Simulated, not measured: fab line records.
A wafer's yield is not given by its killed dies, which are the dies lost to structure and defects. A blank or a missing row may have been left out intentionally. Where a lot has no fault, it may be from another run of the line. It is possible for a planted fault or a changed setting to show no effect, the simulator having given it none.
Chamber matching | flow gf180mcu | GF_V1_ETCH_16 on rieDiel-04: 4 sister chambers
The step etches BARC in N2/H2. 14 wafers are shown with their chamber, then 7 later ones without.

== WAFERS, EACH WITH ITS CHAMBER ==
wafer  | chamber | drypumpMotorCurrentA (A) | oesProductAu (a.u.) | throttleValvePct (%)
L074.3 | 3       | 5.8                      | 0.855               | 13.226
L074.4 | 0       | 5.7                      | 0.856               | 13.233
L074.6 | 3       | 5.8                      | 0.851               | 13.224
L079.3 | 0       | 5.7                      | 0.854               | 13.225
L079.5 | 3       | 5.8                      | 0.847               | 13.196
L079.6 | 2       | 5.5                      | 0.857               | 13.222
L087.2 | 1       | 4.8                      | 0.857               | 13.239
L087.3 | 3       | 5.8                      | 0.862               | 13.237
L087.6 | 1       | 4.8                      | 0.858               | 13.220
L090.1 | 1       | 4.8                      | 0.854               | 13.221
L090.2 | 2       | 5.5                      | 0.857               | 13.214
L090.5 | 3       | 5.8                      | 0.855               | 13.215
L092.1 | 3       | 5.8                      | 0.844               | 13.239
L092.2 | 0       | 5.8                      | 0.857               | 13.210

SIGNATURES (averages over the wafers above)
reading              | chamber 0 | chamber 1 | chamber 2 | chamber 3 | scatter within a chamber
drypumpMotorCurrentA | 5.733     | 4.800     | 5.500     | 5.800     | 0.0258
oesProductAu         | 0.85567   | 0.85633   | 0.85700   | 0.85233   | 0.0047
throttleValvePct     | 13.22267  | 13.22667  | 13.21800  | 13.22283  | 0.0134
Rule: for a wafer and a chamber, the distance is found by dividing, reading by reading, the gap between the wafer's reading and the chamber's mean by the reading's scatter, squaring, summing and taking the root. If the next closest chamber is less than 2 further off than the closest, the wafer can't be placed; otherwise it belongs to the closest. The scatter is the square root of a quotient: the sum, over the shown wafers, of each reading's squared deviation from its chamber's mean, divided by wafers minus chambers.

== WAFERS WITH NO CHAMBER GIVEN ==
wafer  | drypumpMotorCurrentA (A) | oesProductAu (a.u.) | throttleValvePct (%)
L092.5 | 5.5                      | 0.852               | 13.218
L095.1 | 5.7                      | 0.852               | 13.217
L095.2 | 4.8                      | 0.861               | 13.217
L095.3 | 5.5                      | 0.856               | 13.220
L095.4 | 5.8                      | 0.849               | 13.219
L095.5 | 5.5                      | 0.853               | 13.216
L095.6 | 5.8                      | 0.852               | 13.226

== EACH ONE'S CHAMBER ==
wafer  | from the rows above | in truth
L092.5 | 2                   | 2
L095.1 | 0                   | 0
L095.2 | 1                   | 1
L095.3 | 2                   | 2
L095.4 | 3                   | 3
L095.5 | 2                   | 2
L095.6 | 3                   | 3
Placed correctly: 7 of 7. From these rows, 0 cannot be placed. Wrongly placed: 0.
